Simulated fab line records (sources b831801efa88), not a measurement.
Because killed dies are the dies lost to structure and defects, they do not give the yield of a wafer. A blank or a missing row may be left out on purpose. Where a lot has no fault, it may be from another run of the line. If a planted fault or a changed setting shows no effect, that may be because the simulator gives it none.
Matching of chambers ; flow gf180mcu ; hdpcvd-01 running GF_CONTACT_CVD_00: 3 sister chambers
The step deposits SiO2, target thk 300 nm, time 50 s. 3 wafers are shown with their chamber, then 7 later ones without.

== WAFERS WITH THEIR CHAMBER ==
wafer;chamber;sih4-flow-sccm (sccm)
L173.6;1;59.93
L175.1;0;60.01
L175.4;2;59.97

== WAFERS WHOSE CHAMBER IS MISSING ==
wafer;sih4-flow-sccm (sccm)
L175.6;60.13
L176.3;59.82
L176.4;60.01
L176.6;60.10
L178.2;60.02
L178.3;59.81
L178.4;60.23

== WHICH CHAMBER EACH WENT THROUGH ==
wafer;from the rows above;in truth
L175.6;can't be placed: 0 or 2 or 1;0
L176.3;can't be placed: 1 or 2 or 0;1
L176.4;can't be placed: 0 or 2 or 1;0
L176.6;can't be placed: 0 or 2 or 1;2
L178.2;can't be placed: 0 or 2 or 1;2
L178.3;can't be placed: 1 or 2 or 0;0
L178.4;can't be placed: 0 or 2 or 1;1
0 of 7 placed correctly. From these rows, 7 cannot be placed; in 7 the true chamber is one of the candidates. 0 placed wrongly.
How it was worked out, from the rows above alone: a wafer's distance from a chamber is the root of the sum, over the readings, of the square of ((its reading less the chamber's mean) divided by the reading's scatter). If the next closest chamber is less than 2 further off than the closest, the wafer can't be placed; otherwise it belongs to the closest. For every chamber, the mean is computed from those of its wafers that are shown. The scatter (one wafer shown for each chamber): square how far every hidden wafer sits from the nearest shown wafer, average those squares and take the square root.
